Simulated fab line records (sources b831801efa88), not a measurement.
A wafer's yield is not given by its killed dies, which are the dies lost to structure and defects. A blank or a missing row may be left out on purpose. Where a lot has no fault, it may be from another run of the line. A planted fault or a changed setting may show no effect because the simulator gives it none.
fab line records | flow gf180mcu
record: lots: 5 wafers: 23
route steps=602 shown CONTACT@291 M1@327 V1@344 M2@364 V2@391
start_h: hours from the record's opening day to when the first of the lot's shown wafers began | wait_h: time in hours since the lot's previous step | " unchanged from the row above | L1.1+2: a row that stands for several wafers | - no value, or no start was given | * or withheld: withheld | < > ~ a bound
route shown NAME@n: names a module that has steps shown in the file, with the first one's number in the route | usual: the fault-free wafers' mean and standard deviation | same: alike in all rows | chamber/n: place in a boat | sites: per-site readings | _std_site: the values' standard deviation | _edge_site: outer sites' mean less inner sites' | radius_mm: for every site, how far away it sits from the centre of the wafer | mask NAME#n: copy n | behind: the last tool/chamber to shape the wafer | hold: what put the lot on hold/how long, in hours/how the hold closed | device: the transistor (n, p or np) that didn't switch | end of line: tests of these same wafers at the route's end | for a step that has no rows: nothing shown but its recipe | killed: not the wafer's yield, but the dies lost to structure and defects at the first sort | map: per-die view of a wafer (x killed, . not killed, _ where there is no die)
set.NAME: the setting as run; set.NAME@STEP: as run at that earlier step | model.NAME: the simulator's own value behind a step, which no gauge read
lots where settings were altered on purpose, with a table for each step and a row for each wafer
== steps ==
step: GF_CONTACT_CMP_04
recipe: material: SiO2 down_force_psi: 4 platen_rpm: 60 pad_velocity_m_s: 0.94248
columns lot.wafer tool chamber start_h wait_h set.leave_above_ref_nm model.SiO2_of_CONTACT_CVD_02.thk_nm
L076.4 cmp-02 1 363.98 0.3 560 560.3
L076.1 " 2 " " 560 560.7
L076.2 " 3 " " 560 560.4
L076.3 " 0 " " 560 562.1
L076.6 " 1 " " 560 561.4
L079.4+5 cmp-01 2,1 389.05 0.1 560 558.5
L079.2 " 3 " " 560 558
L081.2 cmp-02 0 398.92 0.0 583.1 582.9
L081.4 " 1 " " 560 560.7
L081.1 " 2 " " 560 560
L081.3 " 3 " " 560 560.8
L081.6 " 0 " " 583.1 583.5
L080.2 cmp-01 3 400.79 0.0 576 575.4
L080.3 " 0 " " 576 575.3
L080.1 " 1 " " 560 558.5
L080.5 " 3 " " 576 575.6
L080.6 " 0 " " 560 559.1
L083.2 cmp-02 3 428.68 0.0 560 559.9
L083.1 " 0 " " 560 560.5
L083.4 " 2 " " 534.4 534.2
L083.6 " 3 " " 560 558.7
L083.5 " 0 " " 534.4 533.3
step: GF_CONTACT_EXPOSE_11
recipe: mask_id: Contact target_cd_nm: 220 na: 0.68 source_shape: conventional sigma_outer: 0.6 dose_mj: 38
columns lot.wafer tool chamber start_h wait_h mask set.dose_mj
L076.1+3 krf_scanner-01 0 - - Contact#0 39.4
L076.2+4+6 " 0 " " Contact#0 38
L079.2+4+5 krf_scanner-01 0 - - Contact#0 38
L081.1+2+4 krf_scanner-02 0 - - Contact#0 37.18
L081.3+6 " 0 " " Contact#0 38
L080.1+2+3+5+6 krf_scanner-01 0 - - Contact#0 38
L083.1+2+5 krf_scanner-01 0 - - Contact#0 38
L083.4+6 " 0 " " Contact#0 40.82
step: GF_CONTACT_PEB_12
recipe: peb_temp_c: 135 peb_time_s: 93.83 resist: KrF
step: GF_CONTACT_DEVELOP_13
recipe: develop_time_s: 60 resist: KrF dev_temp_c: 21
step: GF_CONTACT_CD_MEAS_14
recipe: target_cd_nm: 220
usual: cd_nm: 219.7/1.3
columns lot.wafer tool chamber start_h wait_h set.dose_mj@CONTACT_EXPOSE_11 cd_nm
L076.1 cd_sem-02 - 386.50 0.1 39.4 225.0
L076.2 " - " " 38 221.1
L076.3 " - " " 39.4 226.5
L076.4 " - " " 38 219.5
L076.6 " - " " 38 219.6
L079.2 cd_sem-02 - 412.76 0.1 38 218.0
L079.4 " - " " 38 219.2
L079.5 " - " " 38 219.4
L081.1 cd_sem-02 - 422.80 0.1 37.18 217.9
L081.2 " - " " 37.18 216.1
L081.3 " - " " 38 221.6
L081.4 " - " " 37.18 216.7
L081.6 " - " " 38 221.8
L080.1 cd_sem-01 - 424.69 0.1 38 219.0
L080.2 " - " " 38 217.6
L080.3 " - " " 38 219.2
L080.5 " - " " 38 218.0
L080.6 " - " " 38 218.0
L083.1 cd_sem-02 - 452.90 0.1 38 219.9
L083.2 " - " " 38 220.5
L083.4 " - " " 40.82 230.2
L083.5 " - " " 38 219.8
L083.6 " - " " 40.82 231.5
step: GF_CONTACT_ETCH_16
recipe: chemistry: N2/H2 target_depth_a: withheld overetch_a: withheld time_s: withheld target: BARC ion_energy_ev: 200 source_w: 500 bias_w: 100 pressure_mtorr: 30 n2_flow_sccm: 100 h2_flow_sccm: 200
columns lot.wafer tool chamber start_h wait_h set.dose_mj@CONTACT_EXPOSE_11 model.CONTACT.cd_nm
L076.1 rie_diel-01 0 386.66 0.0 39.4 226.2
L076.2 " 1 " " 38 220.5
L076.3 " 3 " " 39.4 226.4
L076.4 " 2 " " 38 218.6
L076.6 " 0 " " 38 220.1
L079.2 rie_diel-04 0 412.89 0.0 38 218.1
L079.4 " 1 " " 38 218.9
L079.5 " 0 " " 38 219.5
L081.1 rie_diel-02 1 422.96 0.0 37.18 218.5
L081.2 " 0 " " 37.18 215.6
L081.3 " 3 " " 38 221.7
L081.4 " 2 " " 37.18 218.3
L081.6 " 1 " " 38 222.7
L080.1+2+6 rie_diel-01 1,0,1 424.84 0.0 38 217.7
L080.3 " 2 " " 38 218.7
L080.5 " 0 " " 38 218.4
L083.1 rie_diel-04 0 453.06 0.0 38 219.8
L083.2 " 1 " " 38 220.6
L083.4 " 2 " " 40.82 230.6
L083.5 " 2 " " 38 220.1
L083.6 " 1 " " 40.82 231.9
step: GF_CONTACT_ETCH_17
recipe: chemistry: C4F8/O2/Ar mask_material: KrF target: SiO2 stop_on: CoSi2 source_w: 1500 bias_w: 1200 pressure_mtorr: 40 c4f8_flow_sccm: withheld O2_flow_sccm: 6 Ar_flow_sccm: 300 time_s: withheld target_depth_a: 8600
columns lot.wafer tool chamber start_h wait_h set.sih4_flow_sccm@CONTACT_CVD_00 set.leave_above_ref_nm@CONTACT_CMP_04 model.CONTACT.feature_depth_nm
L076.1 rie_diel-01 0 - - 60 560 857.9
L076.2 " 1 " " 60 560 860
L076.3 " 3 " " 60 560 866.4
L076.4 " 2 " " 52.14 560 823.8
L076.6 " 0 " " 52.14 560 821.4
L079.2 rie_diel-04 0 - - 60 560 858.3
L079.4 " 1 " " 60 560 858.4
L079.5 " 0 " " 60 560 857.8
L081.1 rie_diel-02 1 - - 51.16 560 813
L081.2 " 0 " " 51.16 583.1 839.8
L081.3 " 3 " " 60 560 862.7
L081.4 " 2 " " 60 560 859.3
L081.6 " 1 " " 60 583.1 885.7
L080.1 rie_diel-01 1 - - 60 560 854
L080.2 " 0 " " 60 576 878.2
L080.3 " 2 " " 60 576 881.2
L080.5 " 0 " " 60 576 879.9
L080.6 " 1 " " 60 560 853.9
L083.1 rie_diel-04 0 - - 60 560 860.5
L083.2 " 1 " " 53.13 560 825.2
L083.4 " 2 " " 60 534.4 835.7
L083.5 " 2 " " 53.13 534.4 798.1
L083.6 " 1 " " 60 560 859.2
step: GF_CONTACT_SPUTTER_22
recipe: material: Ti target_thk_nm: 15 chamber_pressure_pa: 5 power_w: 2500 substrate_temp_c: 200 time_s: 80.02
columns lot.wafer tool chamber start_h wait_h set.power_w model.Ti_of_CONTACT_SPUTTER_22.thk_nm
L076.1 pvd_sputter-02 - 387.12 0.0 2744 16.38
L076.2 " - " " 2500 15.25
L076.3 " - " " 2744 16.56
L076.4 " - " " 2500 15.09
L076.6 " - " " 2744 16.51
L079.2 pvd_sputter-03 - 413.35 0.0 2500 15.24
L079.4 " - " " 2500 15.02
L079.5 " - " " 2500 15.12
L081.1 pvd_sputter-01 - 423.42 0.0 2798 16.7
L081.2 " - " " 2500 15.08
L081.3 " - " " 2500 15
L081.4 " - " " 2798 16.82
L081.6 " - " " 2500 14.92
L080.1 pvd_sputter-03 - 425.31 0.0 2716 16.33
L080.2 " - " " 2716 16.53
L080.3 " - " " 2500 15.09
L080.5 " - " " 2500 15.03
L080.6 " - " " 2716 16.58
L083.1 pvd_sputter-01 - 453.53 0.0 2500 14.78
L083.2 " - " " 2500 15.11
L083.4 " - " " 2500 15.22
L083.5 " - " " 2318 13.87
L083.6 " - " " 2318 13.93
step: GF_M1_PEB_12
recipe: peb_temp_c: 135 peb_time_s: 90 resist: KrF
columns lot.wafer tool chamber start_h wait_h set.peb_time_s
L076.1+2+4 litho_track-04 0 - - 90
L076.3+6 " 0 " " 93.67
L079.2+4+5 litho_track-04 0 - - 90
L081.1+2+3+4+6 litho_track-03 0 - - 90
L080.1+5+6 litho_track-02 0 - - 90
L080.2+3 " 0 " " 77.5
L083.1+5+6 litho_track-02 0 - - 90
L083.2+4 " 0 " " 85.9
step: GF_M1_DEVELOP_13
recipe: develop_time_s: 60 dev_temp_c: 21
step: GF_M1_CD_MEAS_14
recipe: target_cd_nm: 230
usual: cd_nm: 230.0/1.4
columns lot.wafer tool chamber start_h wait_h set.peb_time_s@M1_PEB_12 cd_nm
L076.1 cd_sem-01 - 410.97 0.1 90 230.0
L076.2 " - " " 90 229.4
L076.3 " - " " 93.67 229.0
L076.4 " - " " 90 230.0
L076.6 " - " " 93.67 228.2
L079.2 cd_sem-01 - 438.39 0.1 90 228.8
L079.4 " - " " 90 228.4
L079.5 " - " " 90 229.0
L081.1 cd_sem-02 - 447.85 0.1 90 232.3
L081.2 " - " " 90 232.9
L081.3 " - " " 90 232.9
L081.4 " - " " 90 232.6
L081.6 " - " " 90 233.0
L080.1 cd_sem-02 - 450.29 0.1 90 229.5
L080.2 " - " " 77.5 232.8
L080.3 " - " " 77.5 231.6
L080.5 " - " " 90 227.8
L080.6 " - " " 90 227.5
L083.1 cd_sem-02 - 478.79 0.1 90 230.4
L083.2 " - " " 85.9 230.4
L083.4 " - " " 85.9 230.6
L083.5 " - " " 90 229.0
L083.6 " - " " 90 228.7
step: GF_V1_COAT_09
recipe: resist: KrF spin_rpm: withheld resist_thk_nm: 1000
columns lot.wafer tool chamber start_h wait_h set.resist_thk_nm model.KrF_of_V1_COAT_09.thk_nm
L076.1 litho_track-02 0 - - 1000 999.3
L076.2+3 " 0 " " 1000 1001
L076.4 " 0 " " 1000 1004
L076.6 " 0 " " 1000 998.6
L079.2 litho_track-01 0 - - 1000 996.7
L079.4 " 0 " " 1000 999.7
L079.5 " 0 " " 1000 998.7
L081.1 litho_track-02 0 - - 1000 998.2
L081.2 " 0 " " 1000 1001
L081.3+6 " 0 " " 1000 999.8
L081.4 " 0 " " 1000 1004
L080.1 litho_track-04 0 - - 1046 1046
L080.2 " 0 " " 1046 1050
L080.3 " 0 " " 1046 1047
L080.5 " 0 " " 1000 996.7
L080.6 " 0 " " 1000 1002
L083.1 litho_track-04 0 - - 1000 1002
L083.2 " 0 " " 1020 1022
L083.4+6 " 0 " " 1020 1024
L083.5 " 0 " " 1000 1003
step: GF_V1_CMP_26
recipe: stop_on: SiO2 down_force_psi: 3.5 platen_rpm: 60 t_overpolish_s: 15 target_thk_nm: 0 pad_velocity_m_s: 0.94248
usual: overpolish_run_s: 15.000/0.009
columns lot.wafer tool chamber start_h wait_h set.t_overpolish_s overpolish_run_s
L076.1 cmp-02 2 437.64 0.1 15 15.010
L076.4 " 3 " " 15 14.978
L076.3 " 0 " " 15 15.004
L076.2 " 1 " " 17.56 17.569
L076.6 " 3 " " 17.56 17.553
L079.2 cmp-01 2 465.18 0.0 15 14.997
L079.4 " 1 " " 15 14.994
L079.5 " 3 " " 15 14.998
L081.3 cmp-02 3 474.75 0.0 12.99 12.994
L081.1 " 0 " " 12.99 13.001
L081.2 " 1 " " 15 14.996
L081.4 " 2 " " 12.99 12.994
L081.6 " 3 " " 15 15.013
L080.2 cmp-01 0 476.78 0.0 10.68 10.682
L080.3 " 1 " " 15 15.008
L080.1 " 3 " " 15 15.004
L080.5 " 0 " " 15 15.004
L080.6 " 1 " " 10.68 10.678
L083.2 cmp-01 2 505.28 0.0 13.11 13.113
L083.1 " 3 " " 15 15.005
L083.4 " 0 " " 15 14.999
L083.6 " 2 " " 15 15.007
L083.5 " 3 " " 13.11 13.095
step: GF_M2_SPUTTER_02
recipe: material: AlCu target_thk_nm: 450 power_w: 10600 time_s: 23.9 chamber_pressure_pa: 0.4
columns lot.wafer tool chamber start_h wait_h set.power_w model.AlCu_of_M2_SPUTTER_02.thk_nm
L076.1 pvd_sputter-04 - 438.07 0.0 10600 445.2
L076.2 " - " " 10600 450.8
L076.3 " - " " 10600 446.3
L076.4 " - " " 10600 450.9
L076.6 " - " " 10600 450.3
L079.2 pvd_sputter-04 - 465.61 0.0 10600 450.5
L079.4 " - " " 10600 449.6
L079.5 " - " " 10600 450.7
L081.1 pvd_sputter-01 - 475.18 0.0 10600 454.3
L081.2 " - " " 10600 448.4
L081.3 " - " " 10600 452.6
L081.4 " - " " 9871 423
L081.6 " - " " 9871 421.8
L080.1 pvd_sputter-01 - 477.21 0.0 10600 446
L080.2 " - " " 10600 443.4
L080.3 " - " " 11420 482
L080.5 " - " " 11420 482.8
L080.6 " - " " 10600 449.4
L083.1 pvd_sputter-03 - 505.71 0.0 11640 491.7
L083.2 " - " " 10600 444.3
L083.4 " - " " 10600 447.7
L083.5 " - " " 11640 491.6
L083.6 " - " " 11640 492.5
step: GF_M2_SPUTTER_03
recipe: material: Ti target_thk_nm: 10 substrate_temp_c: 300 chamber_pressure_pa: 0.3 power_w: 3000 time_s: 6.7
step: GF_M2_SPUTTER_04
recipe: material: TiN target_thk_nm: 50 power_w: 6500 time_s: 41.7 chamber_pressure_pa: 0.4
step: GF_M2_RS_MEAS_05
recipe: thk_meas_gauge: four-point-probe reads: TiN_of_M2_SPUTTER_04+Ti_of_M2_SPUTTER_03+AlCu_of_M2_SPUTTER_02+TiN_of_M2_SPUTTER_01+Ti_of_M2_SPUTTER_00
usual: M2_ALCU_RS: 0.0696/0.00059
columns lot.wafer tool chamber start_h wait_h set.power_w@M2_SPUTTER_02 M2_ALCU_RS[ohm/sq]
L076.1 film_metro-02 - 438.16 0.0 10600 0.0701
L076.2 " - " " 10600 0.0695
L076.3 " - " " 10600 0.0703
L076.4 " - " " 10600 0.0695
L076.6 " - " " 10600 0.0694
L079.2 film_metro-03 - 465.72 0.0 10600 0.0695
L079.4 " - " " 10600 0.0696
L079.5 " - " " 10600 0.0694
L081.1 film_metro-03 - 475.27 0.0 10600 0.0690
L081.2 " - " " 10600 0.0698
L081.3 " - " " 10600 0.0692
L081.4 " - " " 9871 0.0740
L081.6 " - " " 9871 0.0743
L080.1 film_metro-03 - 477.30 0.0 10600 0.0702
L080.2 " - " " 10600 0.0708
L080.3 " - " " 11420 0.0649
L080.5 " - " " 11420 0.0647
L080.6 " - " " 10600 0.0697
L083.1 film_metro-03 - 505.80 0.0 11640 0.0635
L083.2 " - " " 10600 0.0704
L083.4 " - " " 10600 0.0699
L083.5 " - " " 11640 0.0636
L083.6 " - " " 11640 0.0635
step: GF_M2_THK_MEAS_06
recipe: thk_meas_gauge: xrf reads: AlCu_of_M2_SPUTTER_02
usual: M2_ALCU_THK: 450/4.3
columns lot.wafer tool chamber start_h wait_h set.power_w@M2_SPUTTER_02 M2_ALCU_THK[nm]
L076.1 film_metro-02 - 438.28 0.1 10600 444
L076.2 " - " " 10600 452
L076.3 " - " " 10600 444
L076.4 " - " " 10600 450
L076.6 " - " " 10600 451
L079.2 film_metro-03 - 465.83 0.1 10600 455
L079.4 " - " " 10600 453
L079.5 " - " " 10600 455
L081.1 film_metro-03 - 475.39 0.1 10600 456
L081.2 " - " " 10600 450
L081.3 " - " " 10600 454
L081.4 " - " " 9871 426
L081.6 " - " " 9871 424
L080.1 film_metro-03 - 477.42 0.1 10600 449
L080.2 " - " " 10600 448
L080.3 " - " " 11420 486
L080.5 " - " " 11420 489
L080.6 " - " " 10600 452
L083.1 film_metro-03 - 505.92 0.1 11640 492
L083.2 " - " " 10600 445
L083.4 " - " " 10600 449
L083.5 " - " " 11640 492
L083.6 " - " " 11640 495
step: GF_M2_PEB_12
recipe: peb_temp_c: 135 peb_time_s: 90 resist: KrF
columns lot.wafer tool chamber start_h wait_h set.peb_time_s
L076.1+2+3+4+6 litho_track-01 0 - - 90
L079.2+4+5 litho_track-04 0 - - 90
L081.1+4 litho_track-03 0 - - 90
L081.2+3+6 " 0 " " 78.88
L080.1+2+3+5+6 litho_track-04 0 - - 90
L083.1+4+5 litho_track-04 0 - - 90
L083.2+6 " 0 " " 84.64
step: GF_M2_DEVELOP_13
recipe: develop_time_s: 60 dev_temp_c: 22.2
columns lot.wafer tool chamber start_h wait_h set.peb_time_s@M2_PEB_12 model.M2.cd_nm
L076.1 litho_track-01 0 462.82 0.2 90 281.7
L076.2 " 0 " " 90 282.4
L076.3 " 0 " " 90 283.2
L076.4 " 0 " " 90 281.9
L076.6 " 0 " " 90 283
L079.2 litho_track-04 0 489.49 0.2 90 277
L079.4 " 0 " " 90 278.8
L079.5 " 0 " " 90 278.7
L081.1 litho_track-03 0 498.80 0.2 90 280.9
L081.2 " 0 " " 78.88 284.3
L081.3 " 0 " " 78.88 285.3
L081.4 " 0 " " 90 281
L081.6 " 0 " " 78.88 285
L080.1 litho_track-04 0 500.92 0.2 90 281.8
L080.2 " 0 " " 90 280.7
L080.3 " 0 " " 90 280.2
L080.5 " 0 " " 90 280.3
L080.6 " 0 " " 90 281.6
L083.1 litho_track-04 0 529.12 0.2 90 280.2
L083.2 " 0 " " 84.64 281.2
L083.4+5 " 0 " " 90 280
L083.6 " 0 " " 84.64 281.5
step: GF_M2_CD_MEAS_14
recipe: target_cd_nm: 280
usual: cd_nm: 280.4/1.5
columns lot.wafer tool chamber start_h wait_h set.peb_time_s@M2_PEB_12 cd_nm
L076.1 cd_sem-01 - 462.97 0.1 90 282.1
L076.2 " - " " 90 282.5
L076.3 " - " " 90 283.1
L076.4 " - " " 90 282.1
L076.6 " - " " 90 283.3
L079.2 cd_sem-01 - 489.64 0.1 90 277.1
L079.4 " - " " 90 278.8
L079.5 " - " " 90 278.8
L081.1 cd_sem-02 - 498.95 0.1 90 280.9
L081.2 " - " " 78.88 284.4
L081.3 " - " " 78.88 285.4
L081.4 " - " " 90 280.8
L081.6 " - " " 78.88 284.9
L080.1 cd_sem-02 - 501.07 0.1 90 281.6
L080.2 " - " " 90 280.5
L080.3 " - " " 90 280.3
L080.5 " - " " 90 280.2
L080.6 " - " " 90 281.2
L083.1 cd_sem-01 - 529.27 0.1 90 280.3
L083.2 " - " " 84.64 281.1
L083.4 " - " " 90 280.1
L083.5 " - " " 90 280.2
L083.6 " - " " 84.64 281.3
step: GF_M2_METAL_ETCH_16
recipe: chemistry: Cl2/BCl3 mask_material: KrF target_depth_nm: 627.5 stop_on: SiO2 pressure_mtorr: 8 icp_w: 800 bias_w: 140 Cl2_flow_sccm: 80 bcl3_flow_sccm: 40 time_s: 104.6
columns lot.wafer tool chamber start_h wait_h set.time_s model.KrF_of_M2_COAT_09.thk_nm
L076.1 rie_metal-04 0 463.54 0.0 104.6 727.8
L076.2 " 1 " " 104.6 730.2
L076.3 " 1 " " 104.6 731.2
L076.4 " 0 " " 104.6 731.5
L076.6 " 1 " " 104.6 732
L079.2 rie_metal-04 0 489.81 0.1 104.6 733
L079.4 " 0 " " 104.6 734.6
L079.5 " 0 " " 104.6 731
L081.1 rie_metal-01 1 499.11 0.0 104.6 742.9
L081.2 " 0 " " 104.6 746.6
L081.3 " 1 " " 90.95 771.8
L081.4+6 " 0,1 " " 90.95 -
L080.1 rie_metal-03 0 501.22 0.0 114.3 717.4
L080.2 " 1 " " 114.3 708.5
L080.3+5 " 0 " " 104.6 -
L080.6 " 1 " " 104.6 730.8
L083.1+5 rie_metal-01 1 529.42 0.0 119.6 -
L083.2 " 0 " " 104.6 740.7
L083.4 " 0 " " 104.6 741.7
L083.6 " 0 " " 104.6 -
step: GF_M2_STRIP_17
recipe: chemistry: O2/N2 power_w: 1400 pressure_mtorr: 1500 platen_temp_c: 250 o2_flow_sccm: 3000 n2_flow_sccm: 300 overash_fraction: 0.5
usual: strip_time_to_endpoint_s: 7.90/0.048
columns lot.wafer tool chamber start_h wait_h set.time_s@M2_METAL_ETCH_16 strip_time_to_endpoint_s
L076.1 plasma_asher-01 1 463.65 0.1 104.6 7.80
L076.2 " 0 " " 104.6 7.83
L076.3 " 0 " " 104.6 7.83
L076.4 " 1 " " 104.6 7.85
L076.6 " 1 " " 104.6 7.84
L079.2 plasma_asher-03 0 490.00 0.1 104.6 7.85
L079.4 " 0 " " 104.6 7.86
L079.5 " 0 " " 104.6 7.84
L081.1 plasma_asher-04 0 499.22 0.1 104.6 7.94
L081.2 " 1 " " 104.6 8.00
L081.3 " 0 " " 90.95 8.23
L081.4 " 1 " " 90.95 8.28
L081.6 " 1 " " 90.95 8.24
L080.1 plasma_asher-04 0 501.33 0.1 114.3 7.70
L080.2 " 1 " " 114.3 7.63
L080.3 " 0 " " 104.6 7.94
L080.5 " 1 " " 104.6 7.91
L080.6 " 0 " " 104.6 7.83
L083.1 plasma_asher-01 1 529.53 0.1 119.6 7.59
L083.2 " 0 " " 104.6 7.93
L083.4 " 0 " " 104.6 7.93
L083.5 " 1 " " 119.6 7.55
L083.6 " 0 " " 104.6 7.94
step: GF_V2_COAT_09
recipe: resist: KrF spin_rpm: withheld resist_thk_nm: 1000
columns lot.wafer tool chamber start_h wait_h set.resist_thk_nm model.KrF_of_V2_COAT_09.thk_nm
L076.1+6 litho_track-01 0 - - 1000 1001
L076.2 " 0 " " 963.8 963.3
L076.3 " 0 " " 963.8 964.8
L076.4 " 0 " " 1000 999.3
L079.2+4 litho_track-01 0 - - 1000 1002
L079.5 " 0 " " 1000 1003
L081.1 litho_track-01 0 - - 1023 1020
L081.2 " 0 " " 1000 995.4
L081.3 " 0 " " 1023 1021
L081.4 " 0 " " 1000 995.7
L081.6 " 0 " " 1023 1023
L080.1 litho_track-03 0 - - 1000 999.7
L080.2 " 0 " " 979 978.5
L080.3 " 0 " " 979 977.8
L080.5 " 0 " " 979 975.1
L080.6 " 0 " " 1000 999.2
L083.1+2 litho_track-02 0 - - 1053 1053
L083.4 " 0 " " 1000 1003
L083.5 " 0 " " 1053 1052
L083.6 " 0 " " 1000 998.9
== key ==
split: step: GF_CONTACT_CMP_04 setting: leave_above_ref_nm stated: 560 by: wafer
response: step: GF_CONTACT_CMP_04 reading: model.SiO2_of_CONTACT_CVD_02.thk_nm change: +5.63 per: 1% r: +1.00
response: step: GF_CONTACT_ETCH_17 reading: model.CONTACT.feature_depth_nm slope: +6.4 per: 1% together_with: sih4_flow_sccm@CONTACT_CVD_00 explained: 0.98
split: step: GF_CONTACT_EXPOSE_11 setting: dose_mj stated: 38 by: wafer
response: step: GF_CONTACT_CD_MEAS_14 reading: cd_nm change: +1.52 per: 1% r: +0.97
response: step: GF_CONTACT_ETCH_16 reading: model.CONTACT.cd_nm change: +1.59 per: 1% r: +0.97
split: step: GF_CONTACT_SPUTTER_22 setting: power_w stated: 2500 by: wafer
response: step: GF_CONTACT_SPUTTER_22 reading: model.Ti_of_CONTACT_SPUTTER_22.thk_nm change: +0.149 per: 1% r: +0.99
split: step: GF_M1_PEB_12 setting: peb_time_s stated: 90 by: wafer
response: step: GF_M1_CD_MEAS_14 reading: cd_nm change: -0.283 per: 1% r: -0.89
split: step: GF_V1_COAT_09 setting: resist_thk_nm stated: 1000 by: wafer
response: step: GF_V1_COAT_09 reading: model.KrF_of_V1_COAT_09.thk_nm change: +10.5 per: 1% r: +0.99
split: step: GF_V1_CMP_26 setting: t_overpolish_s stated: 15 by: wafer
response: step: GF_V1_CMP_26 reading: overpolish_run_s change: +0.15 per: 1% r: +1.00
split: step: GF_M2_SPUTTER_02 setting: power_w stated: 10600 by: wafer
response: step: GF_M2_SPUTTER_02 reading: model.AlCu_of_M2_SPUTTER_02.thk_nm change: +4.58 per: 1% r: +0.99
response: step: GF_M2_RS_MEAS_05 reading: M2_ALCU_RS change: -0.000689 per: 1% r: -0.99
response: step: GF_M2_THK_MEAS_06 reading: M2_ALCU_THK change: +4.58 per: 1% r: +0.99
split: step: GF_M2_PEB_12 setting: peb_time_s stated: 90 by: wafer
response: step: GF_M2_DEVELOP_13 reading: model.M2.cd_nm change: -0.296 per: 1% r: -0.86
response: step: GF_M2_CD_MEAS_14 reading: cd_nm change: -0.298 per: 1% r: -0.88
split: step: GF_M2_METAL_ETCH_16 setting: time_s stated: 104.6 by: wafer
response: step: GF_M2_METAL_ETCH_16 reading: model.KrF_of_M2_COAT_09.thk_nm change: -2.02 per: 1% r: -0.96
response: step: GF_M2_STRIP_17 reading: strip_time_to_endpoint_s change: * per: 1% r: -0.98
split: step: GF_V2_COAT_09 setting: resist_thk_nm stated: 1000 by: wafer
response: step: GF_V2_COAT_09 reading: model.KrF_of_V2_COAT_09.thk_nm change: +10.1 per: 1% r: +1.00
split outside_this_file step=GF_CONTACT_CVD_00 setting=sih4_flow_sccm
split outside_this_file: this setting was split too, and the file shows its column; the key of that split is in another file
